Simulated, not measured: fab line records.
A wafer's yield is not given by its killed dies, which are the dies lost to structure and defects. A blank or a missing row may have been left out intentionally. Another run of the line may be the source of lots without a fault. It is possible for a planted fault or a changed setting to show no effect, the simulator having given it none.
Which tool did it?    flow gf180mcu    42 wafers from 14 lots sampled at 5 of the route's 602 steps

WHAT THE GAUGES READ, wafer by wafer
GF_HV_LDD_RS_MEAS_53: a four-point-probe measurement. Usual: for HV_LDD_RS the level is 418.2 ohm/sq and the standard deviation is 0.83.
lot   measured      on             HV_LDD_RS (ohm/sq)  flag
L107  day 12 11:04  film_metro-01  417.9 418.9 418.1   
L108  day 12 23:10  film_metro-01  418.3 417.7 417.5   
L109  day 13 01:58  film_metro-03  419.1 417.9 417.3   
L112  day 14 01:04  film_metro-01  417.6 418.6 418.7   
L115  day 14 23:38  film_metro-04  419.0 419.4 418.6   
L117  day 15 18:10  film_metro-04  417.7 418.1 418.0   
L119  day 16 06:46  film_metro-03  417.5 417.4 418.6   
L121  day 17 01:47  film_metro-04  419.3 418.6 418.6   
L124  day 18 03:05  film_metro-04  419.0 419.0 420.3   
L127  day 19 03:59  film_metro-03  417.9 417.1 417.6   
L126  day 19 04:16  film_metro-01  418.6 416.7 416.7   
L128  day 19 11:49  film_metro-04  417.9 419.0 418.2   
L129  day 19 23:24  film_metro-04  418.2 418.6 418.8   
L130  day 20 03:39  film_metro-04  416.9 418.2 418.0   

GF_PSD_OVL_MEAS_08. Usual: for PSD_OVL the level is 0.0 nm and the standard deviation is 1.5.
lot   measured      on          PSD_OVL (nm)    flag
L107  day 14 03:22  overlay-02  -1.3 -3.0 -3.2  
L108  day 14 19:13  overlay-01  -1.0 -0.3 -1.8  
L109  day 14 22:17  overlay-02  -0.1 -1.0 -1.3  
L112  day 15 22:31  overlay-01  2.1 1.1 1.7     
L115  day 17 00:04  overlay-01  -0.6 -0.1 1.5   
L117  day 17 17:55  overlay-02  3.1 2.6 1.1     
L119  day 18 06:26  overlay-01  0.8 -0.2 2.1    
L121  day 19 06:01  overlay-02  1.4 2.3 0.9     
L124  day 20 05:46  overlay-02  1.7 0.3 0.6     
L127  day 21 07:28  overlay-01  -0.9 0.1 -1.8   
L126  day 21 07:44  overlay-01  -1.2 -1.2 0.3   
L128  day 21 14:01  overlay-01  -0.4 0.8 -0.2   
L129  day 22 03:48  overlay-01  0.1 1.2 -1.1    
L130  day 22 07:14  overlay-01  0.0 -0.4 0.3    

GF_SAB_THK_MEAS_01. Usual: for SAB_CVD_00_THK the level is 50.2 nm and the standard deviation is 0.58.
lot   measured      on             SAB_CVD_00_THK (nm)  flag
L107  day 14 04:06  film_metro-01  50.5 50.6 51.4       
L108  day 14 19:58  film_metro-02  49.9 49.7 50.2       
L109  day 14 23:03  film_metro-02  49.6 49.7 50.3       
L112  day 15 23:16  film_metro-04  51.4 50.9 51.0       
L115  day 17 01:01  film_metro-01  100.8 100.7 100.4    OFF
L117  day 17 18:50  film_metro-01  100.2 100.0 101.6    OFF
L119  day 18 07:11  film_metro-04  50.0 50.2 50.7       
L121  day 19 06:45  film_metro-01  50.3 51.7 50.9       
L124  day 20 06:30  film_metro-01  49.5 50.3 50.3       
L127  day 21 08:12  film_metro-02  49.3 49.3 50.1       
L126  day 21 08:34  film_metro-04  49.1 49.9 50.1       
L128  day 21 14:44  film_metro-04  49.1 50.0 50.0       
L129  day 22 04:32  film_metro-01  50.2 50.0 50.5       
L130  day 22 07:59  film_metro-01  49.3 49.5 51.2       

WHICH TOOL RAN EACH LOT (tool, then ch and the chambers of the sampled wafers, then the start)
lot   GF_PSD_RTA_13                     GF_SAB_CVD_00
L107  rtp_anneal-01 ch 0, day 14 03:45  pecvd-03 ch 0,1,2, day 14 04:05
L108  rtp_anneal-01 ch 0, day 14 19:37  pecvd-03 ch 0,2, day 14 19:56
L109  rtp_anneal-02 ch 0, day 14 22:41  pecvd-04 ch 0,2, day 14 23:01
L112  rtp_anneal-02 ch 0, day 15 22:55  pecvd-02 ch 1,2, day 15 23:13
L115  rtp_anneal-01 ch 0, day 17 00:29  pecvd-03 ch 0,1, day 17 00:47
L117  rtp_anneal-02 ch 0, day 17 18:18  pecvd-03 ch 1,2, day 17 18:38
L119  rtp_anneal-02 ch 0, day 18 06:50  pecvd-02 ch 1,2, day 18 07:10
L121  rtp_anneal-02 ch 0, day 19 06:25  pecvd-03 ch 0,1,2, day 19 06:43
L124  rtp_anneal-02 ch 0, day 20 06:10  pecvd-04 ch 1,2, day 20 06:28
L127  rtp_anneal-01 ch 0, day 21 07:52  pecvd-02 ch 0,1,2, day 21 08:11
L126  rtp_anneal-02 ch 0, day 21 08:08  pecvd-03 ch 0,1,2, day 21 08:32
L128  rtp_anneal-02 ch 0, day 21 14:24  pecvd-03 ch 0,1, day 21 14:43
L129  rtp_anneal-01 ch 0, day 22 04:12  pecvd-02 ch 0,1,2, day 22 04:31
L130  rtp_anneal-01 ch 0, day 22 07:38  pecvd-02 ch 0,1,2, day 22 07:58
- GF_PSD_RTA_13: time 20 s.
- GF_SAB_CVD_00: deposits SiO2 from TEOS, target thk 50 nm, time 4.9302 s.

WHAT THE TOOLS THEMSELVES READ (means of the sampled wafers that have a number; where no wafer has one, the mark that the record gives instead)
GF_PSD_RTA_13. Usual: lamp_power_pct 31 %, standard deviation 3.1; wafer_temp_C_max 1028.4, standard deviation 0.9.
lot   tool           lamp_power_pct (%)  wafer_temp_C_max  flag
L107  rtp_anneal-01  34                  1029.5            
L108  rtp_anneal-01  34                  1029.1            
L109  rtp_anneal-02  28                  1028.0            
L112  rtp_anneal-02  28                  1027.6            
L115  rtp_anneal-01  34                  1028.7            
L117  rtp_anneal-02  28                  1027.6            
L119  rtp_anneal-02  28                  1027.9            
L121  rtp_anneal-02  28                  1028.0            
L124  rtp_anneal-02  28                  1028.2            
L127  rtp_anneal-01  34                  1029.5            
L126  rtp_anneal-02  28                  1027.5            
L128  rtp_anneal-02  28                  1028.1            
L129  rtp_anneal-01  34                  1029.3            
L130  rtp_anneal-01  34                  1029.5            

GF_SAB_CVD_00. Usual: heater_power_w reads 715 W (standard deviation 97).
lot   tool      heater_power_w (W)  flag
L107  pecvd-03  769                 
L108  pecvd-03  676                 
L109  pecvd-04  719                 
L112  pecvd-02  652                 
L115  pecvd-03  827                 
L117  pecvd-03  756                 
L119  pecvd-02  596                 
L121  pecvd-03  733                 
L124  pecvd-04  648                 
L127  pecvd-02  743                 
L126  pecvd-03  775                 
L128  pecvd-03  850                 
L129  pecvd-02  723                 
L130  pecvd-02  728                 

THE ANSWER, worked out from the rows above alone
Rule: take the mean of a lot's wafers that have a number; if it is more than 3 standard deviations from the usual mean, the lot is off. A lot without any number at a reading at which 4 lots or more have one is off too. All remaining lots with rows at the step are treated as sound. The gauges are gone through in route order, then the tools' own readings, and for those a lot's mean is taken as printed above. At the first step where some lot is off, the reading lying furthest off is the one used; lots without a number count as furthest.
Off: L115, L117, at GF_SAB_THK_MEAS_01 (SAB_CVD_00_THK).
If a tool, at a process step before that reading, ran all the lots that are off and no sound lot after the first of them, it fits. Gauges at GF_SAB_THK_MEAS_01: tried the same way as those tools. No candidate that was tried fits.

WHAT THE SIMULATOR PUT IN
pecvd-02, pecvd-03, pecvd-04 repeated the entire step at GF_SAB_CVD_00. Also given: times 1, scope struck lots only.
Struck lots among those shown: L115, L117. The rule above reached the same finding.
